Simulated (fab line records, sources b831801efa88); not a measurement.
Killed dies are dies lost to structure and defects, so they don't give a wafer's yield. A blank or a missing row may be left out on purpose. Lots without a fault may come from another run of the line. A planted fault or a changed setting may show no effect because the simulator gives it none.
fab line records | flow sky130
record lots=15 wafers=45 last_day=50
route steps=708 shown FIELD_ISO@16 SONOS_TUNNEL@162 METAL2@489
lots that met no fault: from a run of the same line without faults
start_h: hours from the record's first day to the start of the lot's first wafer shown | wait_h: hours since the lot's step before | " the same as in the row above | L1.1+2: a row that stands for several wafers | - no value, or no start given | * or withheld: withheld | < > ~ a bound
route shown NAME@n: a module of which the file shows steps, and the number in the route of the first | usual: mean/standard deviation of fault-free wafers | same: alike in all rows | chamber/n: place in a boat | sites: the reading at each site | _std_site: their standard deviation | _edge_site: outer sites' mean less inner sites' | radius_mm: how far each site lies from the wafer's centre | mask NAME#n: copy n | behind: the tool/chamber that last shaped the wafer | hold: why the lot was held/for how many hours/how that ended | device: the transistor (n, p or np) that didn't switch | end of line: the same wafers' tests at the end of the route | a step without rows: its recipe alone | killed: dies lost to structure and defects at the first sort, not the wafer's yield | map: a wafer's dies, x killed, . not, _ none there
set.NAME: the setting as run; set.NAME@STEP: as run at that earlier step | model.NAME: the simulator's own value behind a step, which no gauge read
steps of the route over a sample of lots; a table a step, a row a wafer
services: from which hour (start_h, from the record's first day; less than 0 if before it) a tool's chamber was out of use, for how many hours, and why
## steps
# step SKY_FIELD_ISO_ETCH_15
# recipe chemistry=CHF3/O2 target_depth_nm=180 stop_on=Si source_w=600 bias_w=200 pressure_mtorr=40 chf3_flow_sccm=50 O2_flow_sccm=5 time_s=72
# usual O2_flow_sccm=5.001/0.015 bias_w=200.2/0.58 chamber_pressure_mTorr=40.00/0.038 drypump_motor_current_A=5.7/0.35 oes_product_au=0.946/0.0071 throttle_valve_pct=8.844/0.0091
# columns lot.wafer tool chamber start_h wait_h O2_flow_sccm bias_w chamber_pressure_mTorr drypump_motor_current_A oes_product_au rf_hours_counter_h throttle_valve_pct
L126.3 rie_diel-04 2 29.17 0.0 5.006 199.6 39.99 5.1 0.957 86 8.825
L126.4 " 3 " " 5.003 199.9 40.01 5.6 0.948 1 8.833
L126.6 " 2 " " 5.014 200.4 40.02 5.1 0.965 - 8.851
L127.2 rie_diel-02 1 33.50 0.0 5.012 201.0 39.97 6.1 0.953 140 8.842
L127.4 " 3 " " 5.010 201.2 39.96 5.9 0.944 4 8.841
L127.5 " 1 " " 4.992 200.6 40.00 6.1 0.932 - 8.847
L128.3 rie_diel-02 1 40.10 0.0 5.018 200.7 40.02 6.1 0.946 140 8.848
L128.5 " 3 " " 5.011 200.0 40.01 6.0 0.951 - 8.845
L128.6 " 0 " " 4.990 200.6 39.99 6.0 0.951 - 8.826
L129.1 rie_diel-03 2 43.94 0.0 4.980 199.7 39.99 5.3 0.931 25 8.848
L129.4 " 3 " " 4.991 199.8 39.98 5.7 0.941 73 8.841
L129.6 " 1 " " 5.013 201.3 40.04 5.6 0.947 - 8.850
L131.1 rie_diel-03 2 57.29 0.0 5.004 200.5 39.97 5.3 0.949 25 8.835
L131.5 " 0 " " 4.985 200.0 40.01 6.0 0.949 - 8.845
L131.6 " 1 " " 5.023 199.4 40.03 5.7 0.941 - 8.866
L132.2 rie_diel-03 0 60.70 0.0 4.975 199.9 39.93 6.0 0.947 131 8.840
L132.3 " 2 " " 4.997 199.8 40.00 5.3 0.959 25 8.859
L132.5 " 2 " " 4.978 200.9 40.08 5.3 0.956 - 8.857
L135.3 rie_diel-02 0 77.00 0.0 5.017 200.6 40.01 6.0 0.940 62 8.859
L135.5 " 3 " " 5.007 200.7 40.04 6.0 0.952 - 8.839
L135.6 " 0 " " 5.009 200.4 40.01 6.0 0.942 - 8.861
L136.2 rie_diel-02 0 82.25 0.0 4.996 199.8 39.94 6.0 0.933 62 8.844
L136.3 " 3 " " 5.017 200.4 40.05 6.0 0.937 5 8.849
L136.6 " 1 " " 4.996 200.2 40.02 6.1 0.933 - 8.842
L142.1 rie_diel-02 2 114.01 0.0 5.005 199.7 40.04 6.1 0.934 87 8.836
L142.4 " 0 " " 5.019 200.3 40.00 6.0 0.937 62 8.841
L142.5 " 0 " " 4.982 200.4 40.04 6.0 0.948 - 8.853
L143.1 rie_diel-02 3 122.35 0.0 4.980 200.4 39.95 5.9 0.948 6 8.838
L143.2 " 2 " " 5.011 199.8 40.05 6.1 0.938 87 8.841
L143.4 " 1 " " 5.011 199.9 40.07 6.1 0.942 142 8.843
L144.2 rie_diel-03 0 122.70 0.0 5.005 200.0 39.94 6.0 0.958 131 8.854
L144.4 " 3 " " 5.004 200.5 39.97 5.7 0.963 74 8.859
L144.6 " 3 " " 4.999 199.8 40.02 5.7 0.954 - 8.835
L145.1 rie_diel-03 0 128.90 0.0 4.996 199.6 40.03 6.0 0.940 132 8.839
L145.2 " 2 " " 4.987 200.6 40.03 5.3 0.949 26 8.845
L145.6 " 2 " " 4.985 200.3 40.02 5.3 0.948 - 8.842
L146.1 rie_diel-04 2 132.89 0.0 4.996 200.6 40.05 5.1 0.945 89 8.846
L146.3 " 0 " " 5.000 200.1 40.01 5.3 0.938 61 8.852
L146.6 " 3 " " 5.001 199.7 39.94 5.6 0.953 - 8.847
L147.1 rie_diel-04 0 137.74 0.0 4.962 199.2 39.98 5.4 0.944 61 8.839
L147.4 " 1 " " 5.017 200.0 39.99 5.3 0.947 24 8.851
L147.6 " 3 " " 5.022 200.1 39.96 5.6 0.948 - 8.839
L149.2 rie_diel-02 3 149.29 0.0 5.011 200.1 39.96 6.0 0.944 6 8.833
L149.5 " 2 " " 4.998 200.0 39.94 6.1 0.948 - 8.844
L149.6 " 1 " " 5.002 200.8 40.10 6.1 0.943 - 8.840
# step SKY_FIELD_ISO_WET_ETCH_30
# recipe chemistry=dHF target_depth_nm=25 target=SiO2 dilution=10:1 temp_c=25 time_s=50
# usual bath_heat_duty_pct=6.6/0.7 run_length_s=79/3.4 temp_c=25.02/0.096
# columns lot.wafer tool chamber start_h wait_h bath_heat_duty_pct run_length_s temp_c
L126.3 wet_bench-02 0 34.80 0.0 6.9 83 25.12
L126.4 " 0 " " 6.2 83 24.87
L126.6 " 0 " " 7.4 83 25.08
L127.2 wet_bench-02 2 39.18 0.0 6.2 84 25.14
L127.4 " 2 " " 5.2 84 25.00
L127.5 " 2 " " 5.6 84 24.94
L128.3 wet_bench-03 0 47.20 0.0 5.7 75 25.14
L128.5 " 0 " " 6.5 75 25.18
L128.6 " 0 " " 5.8 75 24.94
L129.1 wet_bench-04 1 50.18 0.0 7.1 82 24.95
L129.4 " 1 " " 6.9 82 25.09
L129.6 " 1 " " 7.1 82 24.99
L131.1 wet_bench-03 1 63.90 0.0 6.5 75 25.10
L131.5 " 1 " " 6.3 75 25.01
L131.6 " 1 " " 5.8 75 24.99
L132.2 wet_bench-04 3 65.94 0.0 5.9 81 25.02
L132.3 " 3 " " 5.7 81 25.00
L132.5 " 3 " " 4.9 81 25.09
L135.3 wet_bench-03 2 81.96 0.0 7.2 82 25.17
L135.5 " 2 " " 7.0 82 24.97
L135.6 " 2 " " 6.9 82 25.06
L136.2 wet_bench-02 1 89.41 0.0 5.9 83 25.04
L136.3 " 1 " " 6.8 83 25.13
L136.6 " 1 " " 6.3 83 24.91
L142.1 wet_bench-03 0 118.22 0.0 - - -
L142.4 " 0 " " - - -
L142.5 " 0 " " - - -
L143.1 wet_bench-04 0 127.78 0.0 - - -
L143.2 " 0 " " - - -
L143.4 " 0 " " - - -
L144.2 wet_bench-04 2 127.78 0.0 - - -
L144.4 " 2 " " - - -
L144.6 " 2 " " - - -
L145.1 wet_bench-04 3 134.84 0.0 5.8 76 24.99
L145.2 " 3 " " 6.1 76 25.00
L145.6 " 3 " " 5.9 76 24.91
L146.1 wet_bench-03 3 140.13 0.0 7.9 76 24.98
L146.3 " 3 " " 6.4 76 25.10
L146.6 " 3 " " 6.7 76 24.83
L147.1 wet_bench-03 2 141.94 0.0 6.9 76 25.08
L147.4 " 2 " " 7.3 76 24.95
L147.6 " 2 " " 6.5 76 24.92
L149.2 wet_bench-04 0 153.54 0.0 6.0 75 24.92
L149.5 " 0 " " 6.6 75 25.07
L149.6 " 0 " " 5.8 75 25.17
# step SKY_SONOS_TUNNEL_OVL_MEAS_08
# usual SONOS_TUNNEL_OVL=0.4/1.2
# columns lot.wafer tool chamber start_h wait_h SONOS_TUNNEL_OVL[nm]
L126.3 overlay-01 - 249.46 0.1 -0.1
L126.4 " - " " -0.8
L126.6 " - " " -2.3
L127.2 overlay-01 - 258.47 0.1 0.9
L127.4 " - " " -1.1
L127.5 " - " " 0.6
L128.3 overlay-01 - 267.28 0.1 -0.4
L128.5 " - " " -2.1
L128.6 " - " " 0.0
L129.1 overlay-02 - 272.31 0.1 1.7
L129.4 " - " " 1.0
L129.6 " - " " 0.5
L131.1 overlay-01 - 292.11 0.1 1.8
L131.5 " - " " 0.8
L131.6 " - " " 0.8
L132.2 overlay-02 - 299.02 0.1 -0.2
L132.3 " - " " 0.8
L132.5 " - " " 0.8
L135.3 overlay-02 - 321.06 0.1 -0.6
L135.5 " - " " -0.5
L135.6 " - " " -1.7
L136.2 overlay-02 - 334.00 0.1 0.6
L136.3 " - " " -0.5
L136.6 " - " " 2.1
L145.1 overlay-01 - 401.90 0.1 -2.0
L145.2 " - " " 1.0
L145.6 " - " " 1.5
L146.1 overlay-02 - 412.40 0.1 2.5
L146.3 " - " " 2.9
L146.6 " - " " 1.0
L147.1 overlay-02 - 412.61 0.1 0.8
L147.4 " - " " 0.0
L147.6 " - " " 0.5
L149.2 overlay-02 - 427.55 0.1 1.9
L149.5 " - " " 0.6
L149.6 " - " " 0.7
# step SKY_METAL2_THK_MEAS_06
# recipe thk_meas_gauge=xrf reads=AlCu_of_METAL2_SPUTTER_02
# usual METAL2_ALCU_THK=243.2/2.6
# columns lot.wafer tool chamber start_h wait_h METAL2_ALCU_THK[nm]
L126.3 film_metro-04 - 788.12 0.1 245.9
L126.4 " - " " 245.2
L126.6 " - " " 243.6
L127.2 film_metro-04 - 800.62 0.1 239.7
L127.4 " - " " 242.5
L127.5 " - " " 238.8
L128.3 film_metro-03 - 807.68 0.1 239.7
L128.5 " - " " 240.9
L128.6 " - " " 241.3
L129.1 film_metro-04 - 813.71 0.1 247.1
L129.4 " - " " 248.8
L129.6 " - " " 249.3
L131.1 film_metro-04 - 836.12 0.1 245.3
L131.5 " - " " 242.1
L131.6 " - " " 245.0
L132.2 film_metro-04 - 839.02 0.1 246.6
L132.3 " - " " 244.2
L132.5 " - " " 245.7
L135.3 film_metro-03 - 858.86 0.1 243.6
L135.5 " - " " 243.2
L135.6 " - " " 242.0
L136.2 film_metro-01 - 876.97 0.1 239.6
L136.3 " - " " 238.9
L136.6 " - " " 240.0
L145.1 film_metro-01 - 939.06 0.1 240.5
L145.2 " - " " 244.5
L145.6 " - " " 241.6
L146.1 film_metro-01 - 941.51 0.1 246.2
L146.3 " - " " 239.8
L146.6 " - " " 241.8
L147.1 film_metro-04 - 942.73 0.1 243.7
L147.4 " - " " 244.4
L147.6 " - " " 240.8
L149.2 film_metro-01 - 952.12 0.1 238.6
L149.5 " - " " 240.0
L149.6 " - " " 237.8
## services
# columns tool chamber start_h hours kind
rie_diel-03 - 25.26 0.4 repair
rie_diel-03 0 54.77 2.3 repair
rie_diel-04 0 59.94 20.2 repair
rie_diel-04 1 80.04 8.0 repair
rie_diel-03 3 82.90 5.7 repair
rie_diel-03 3 89.61 10.0 repair
rie_diel-02 - 93.25 19.8 repair
rie_diel-03 0 95.42 22.5 repair
wet_bench-02 - 106.27 1.0 repair
rie_diel-03 3 127.41 8.4 repair
rie_diel-03 0 152.41 7.5 repair
## key
first_sign step=SKY_FIELD_ISO_WET_ETCH_30 reading=tool_record direction=missing
effect none on later readings
met_at SKY_FIELD_ISO_WET_ETCH_30
struck_lots L142,L143,L144
later_rows_left_out L142.1,L142.4,L142.5,L143.1,L143.2,L143.4,L144.2,L144.4,L144.6
sort_left_out L142.1,L142.4,L142.5,L143.1,L143.2,L143.4,L144.2,L144.4,L144.6
tester_left_out L142,L143,L144
not_acting_at SKY_FIELD_ISO_ETCH_15,SKY_SONOS_TUNNEL_OVL_MEAS_08,SKY_METAL2_THK_MEAS_06
onset_between 81.96 118.22
fault kind=skipped_step_whole tool=wet_bench-03,wet_bench-04 chamber=- onset_h=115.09 steps=SKY_FIELD_ISO_WET_ETCH_30 scope=struck_lots_only
# tester_left_out: of these lots the tester's yield and bins aren't shown, on N5 and GAA mostly nor the transistor test; their killed dies are dies lost to structure and defects alone, not to doping, threshold or leakage, so they don't give the yield
# sort_left_out: the simulated sort isn't trusted on such a fault, so these wafers' sort isn't shown, and their yield isn't known
# later_rows_left_out: the simulator's readings of these wafers behind a module that went badly wrong aren't trusted and aren't shown, but for the sort
